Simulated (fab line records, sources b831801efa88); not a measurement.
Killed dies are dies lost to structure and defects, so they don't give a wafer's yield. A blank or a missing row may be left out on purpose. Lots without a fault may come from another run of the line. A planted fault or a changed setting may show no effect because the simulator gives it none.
Which tool did it? | flow sky130 | 6 lots, 18 wafers sampled, at 2 steps of a route of 708

WHAT THE GAUGES READ, wafer by wafer
SKY_VIA1_OVL_MEAS_13.
lot  | measured     | on         | VIA1_OVL (nm)
L943 | day 35 11:10 | overlay-01 | 0 0 7
L944 | day 35 22:05 | overlay-01 | -4 -8 -9
L949 | day 37 07:44 | overlay-02 | 7 5 -1
L952 | day 38 02:33 | overlay-02 | 1 8 7
L957 | day 39 13:02 | overlay-02 | 1 -6 2
L961 | day 40 19:19 | overlay-02 | -7 -3 3

WHICH TOOL RAN EACH LOT (tool, then ch and the chambers of the sampled wafers, then the start)
lot  | SKY_CONTACT_ETCH_18
L943 | rie_diel-01 ch 2,3, day 35 11:10 or earlier
L944 | rie_diel-02 ch 0,3, day 35 22:05 or earlier
L949 | rie_diel-02 ch 1,3, day 37 07:44 or earlier
L952 | rie_diel-03 ch 0,1, day 38 02:33 or earlier
L957 | rie_diel-03 ch 0,1,3, day 39 13:02 or earlier
L961 | rie_diel-03 ch 0,1,3, day 40 19:19 or earlier
- SKY_CONTACT_ETCH_18: etches Si3N4 in CHF3/O2, stops on TiN, time 39 s, target depth 75 nm.

THE ANSWER, worked out from the rows above alone
Rule: what is usual is taken from the lots themselves. Put in order of their means at a reading, lots are off if they are a third of the lots or fewer, leave a main group of 4 or more, and stand apart from it by a gap of 3 or more times the standard deviation of the main group's means; of several such gaps the widest counts. A main group whose means are all the same, to the digits that the tables above print for the reading, isn't used. A lot without any number at a reading at which 4 lots or more have one is off too. The other lots that the step has rows for count as sound.
No lot is off at any reading shown: from this, nothing can be told.

WHAT THE SIMULATOR HAD PUT IN
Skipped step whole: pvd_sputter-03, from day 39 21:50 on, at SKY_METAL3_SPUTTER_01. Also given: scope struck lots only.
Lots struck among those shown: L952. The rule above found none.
